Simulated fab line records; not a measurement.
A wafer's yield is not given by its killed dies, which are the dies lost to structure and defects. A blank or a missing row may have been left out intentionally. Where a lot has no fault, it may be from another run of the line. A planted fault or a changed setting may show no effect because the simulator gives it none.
Which of the tools did it? | flow sky130 | 36 wafers from 12 lots sampled at 5 of the route's 708 steps

== WHAT EACH GAUGE READ, for each wafer ==
SKY_VT_ADJUST_NCORE_CD_MEAS_07 targets a cd of 380 nm. Usual: cdNm at 379.7 nm, with a standard deviation of 2.4.
lot  | measured     | on       | cdNm (nm)         | flag
L316 | day 8 22:35  | cdSem-01 | 382.3 381.1 384.6 | 
L318 | day 9 20:23  | cdSem-02 | 376.3 379.4 377.4 | 
L319 | day 10 00:54 | cdSem-02 | 374.5 376.0 378.5 | 
L321 | day 10 13:59 | cdSem-02 | 382.3 382.8 379.6 | 
L322 | day 10 14:38 | cdSem-02 | 379.0 379.7 379.1 | 
L323 | day 11 02:29 | cdSem-02 | 376.6 376.9 376.1 | 
L327 | day 12 08:46 | cdSem-01 | 377.2 378.9 378.2 | 
L328 | day 12 11:33 | cdSem-02 | 377.8 377.9 378.2 | 
L333 | day 14 00:53 | cdSem-01 | 381.5 382.2 381.1 | 
L336 | day 14 23:00 | cdSem-02 | 381.6 381.9 382.1 | 
L337 | day 15 05:28 | cdSem-01 | 378.8 376.9 378.1 | 
L338 | day 15 12:11 | cdSem-02 | 379.3 380.1 379.3 | 

SKY_SONOS_TUNNEL_OVL_MEAS_08. Usual: SONOS_TUNNEL_OVL gives -0.4 nm (standard deviation 1.5).
lot  | measured     | on         | SONOS_TUNNEL_OVL (nm) | flag
L316 | day 11 21:32 | overlay-01 | 1.9 1.2 1.5           | 
L318 | day 12 20:46 | overlay-01 | 2.5 1.1 1.6           | 
L319 | day 13 03:40 | overlay-02 | -0.1 -0.5 0.0         | 
L321 | day 13 17:44 | overlay-02 | -0.7 -2.1 -0.6        | 
L322 | day 13 18:18 | overlay-02 | -2.2 -2.4 -3.1        | 
L323 | day 14 07:48 | overlay-02 | 0.1 0.7 0.7           | 
L327 | day 15 15:21 | overlay-01 | 0.7 -1.8 -1.6         | 
L328 | day 15 17:52 | overlay-01 | -0.7 -0.8 0.1         | 
L333 | day 17 11:15 | overlay-02 | 0.8 -1.5 -1.6         | 
L336 | day 18 12:56 | overlay-02 | 1.4 -1.1 0.1          | 
L337 | day 18 20:10 | overlay-01 | 0.3 -0.4 -1.2         | 
L338 | day 19 03:51 | overlay-02 | 0.2 -0.8 0.4          | 

SKY_SONOS_ONO_THK_MEAS_01. Usual: SONOS_ONO_OXIDATION_THK gives 2.59 nm (standard deviation 0.055).
lot  | measured     | on           | SONOS_ONO_OXIDATION_THK (nm)  | flag
L316 | day 11 23:50 | filmMetro-01 | 2.52 2.55 2.57                | 
L318 | day 13 02:14 | filmMetro-01 | 2.58 2.60 2.61                | 
L319 | day 13 09:11 | filmMetro-04 | 2.57 2.57 2.57                | 
L321 | day 13 21:26 | filmMetro-01 | 2.62 2.52 2.54                | 
L322 | day 13 21:25 | filmMetro-04 | 2.58 2.69 2.54                | 
L323 | day 14 10:29 | filmMetro-04 | 2.57 2.62 2.63                | 
L327 | day 15 17:13 | filmMetro-03 | 3.36 3.34 3.37 3.40 3.42 3.35 | OFF
L328 | day 15 19:46 | filmMetro-03 | 3.41 3.44 3.36 3.38 3.47 3.38 | OFF
L333 | day 17 16:04 | filmMetro-03 | 2.60 2.74 2.65                | 
L336 | day 18 17:56 | filmMetro-04 | 2.55 2.59 2.51                | 
L337 | day 18 23:29 | filmMetro-03 | 2.66 2.55 2.64                | 
L338 | day 19 06:17 | filmMetro-04 | 2.51 2.47 2.49                | 

SKY_SONOS_ONO_THK_MEAS_03. Usual: SONOS_ONO_CVD_02_THK gives 10.63 nm (standard deviation 0.14).
lot  | measured     | on           | SONOS_ONO_CVD_02_THK (nm) | flag
L316 | day 12 01:23 | filmMetro-03 | 10.79 10.86 10.74         | 
L318 | day 13 03:36 | filmMetro-03 | 10.73 10.64 10.75         | 
L319 | day 13 10:17 | filmMetro-01 | 10.48 10.61 10.59         | 
L321 | day 13 22:59 | filmMetro-03 | 10.68 10.65 10.54         | 
L322 | day 13 22:58 | filmMetro-04 | 10.68 10.57 10.47         | 
L323 | day 14 14:30 | filmMetro-04 | 10.65 10.73 10.71         | 
L327 | day 15 22:18 | filmMetro-01 | 10.68 10.68 10.69         | 
L328 | day 16 01:05 | filmMetro-01 | 10.59 10.58 10.66         | 
L333 | day 17 17:11 | filmMetro-01 | 10.60 10.72 10.59         | 
L336 | day 18 20:19 | filmMetro-01 | 10.59 10.56 10.70         | 
L337 | day 19 01:53 | filmMetro-04 | 10.43 10.35 10.39         | 
L338 | day 19 07:23 | filmMetro-03 | 10.83 10.87 10.80         | 

== TOOL THAT RAN EACH LOT (tool first, then ch and the chambers of the sampled wafers, then the start) ==
lot  | SKY_SONOS_ONO_OXIDATION_00
L316 | furnace-02 ch 0, day 11 22:29
L318 | furnace-02 ch 0, day 13 00:53
L319 | furnace-01 ch 0, day 13 07:50
L321 | furnace-02 ch 0, day 13 20:05
L322 | furnace-02 ch 0, day 13 20:05
L323 | furnace-01 ch 0, day 14 09:08
L327 | furnace-02 ch 0, day 15 15:52
L328 | furnace-02 ch 0, day 15 18:23
L333 | furnace-01 ch 0, day 17 14:43
L336 | furnace-01 ch 0, day 18 16:34
L337 | furnace-01 ch 0, day 18 22:08
L338 | furnace-01 ch 0, day 19 04:56
- SKY_SONOS_ONO_OXIDATION_00: stabilise 600 s, purge 300 s, target thk 2.6 nm.

== AS READ BY THE TOOLS THEMSELVES (means over the sampled wafers that have a number; for cases with no such wafer, the mark the record gives instead) ==
SKY_SONOS_ONO_OXIDATION_00. Usual: oxTempCMax 805.7, standard deviation 1.6; rampDownCPerMin 3.0000, standard deviation 0.00051; zonePowerLowerPct 13.2 %, standard deviation 0.98.
lot  | tool       | oxTempCMax | rampDownCPerMin | zonePowerLowerPct (%) | flag
L316 | furnace-02 | 806.3      | 3.0006          | 12.4                  | 
L318 | furnace-02 | 805.8      | 3.0006          | 12.4                  | 
L319 | furnace-01 | 804.2      | 2.9995          | 14.5                  | 
L321 | furnace-02 | 807.2      | 3.0001          | 12.5                  | 
L322 | furnace-02 | 807.2      | 2.9996          | 12.5                  | 
L323 | furnace-01 | 804.0      | 3.0003          | 14.4                  | 
L327 | furnace-02 | 807.0      | 2.9997          | 12.5                  | 
L328 | furnace-02 | 807.0      | 3.0000          | 12.4                  | 
L333 | furnace-01 | 803.9      | 2.9997          | 14.4                  | 
L336 | furnace-01 | 803.9      | 2.9996          | 14.3                  | 
L337 | furnace-01 | 804.7      | 3.0004          | 14.2                  | 
L338 | furnace-01 | 803.4      | 3.0001          | 14.5                  | 

== THE ANSWER, worked out from the rows above alone ==
Rule: take the mean of a lot's wafers that have a number; if it is more than 3 standard deviations from the usual mean, the lot is off. A lot without any number at a reading at which 4 lots or more have one is off too. Where the step has rows for the other lots, those lots are counted as sound. After the gauges, taken in route order, come the tools' own readings; for these a lot's mean is taken, as printed above. The first step at which some lot is off is used, and at that step the reading that is off furthest; a lot without a number counts as furthest.
Off: L327, L328, at SKY_SONOS_ONO_THK_MEAS_01 (SONOS_ONO_OXIDATION_THK).
A tool fits if, at a process step before that reading, it ran every lot that is off, and no sound lot after the first of them. Those tools and the gauges at SKY_SONOS_ONO_THK_MEAS_01 are tried in the same way. One fits: furnace-02 at SKY_SONOS_ONO_OXIDATION_00. Its last sound lot is L321 (day 13 20:05), its first lot that is off L327 (day 15 15:52): a fault that began between those two fits.

== WHAT THE SIMULATOR HAD INSERTED ==
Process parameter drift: furnace-02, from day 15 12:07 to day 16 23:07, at SKY_SONOS_ONO_OXIDATION_00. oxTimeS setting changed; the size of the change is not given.
Struck lots among those shown: L327, L328. The rule given above showed the same thing.
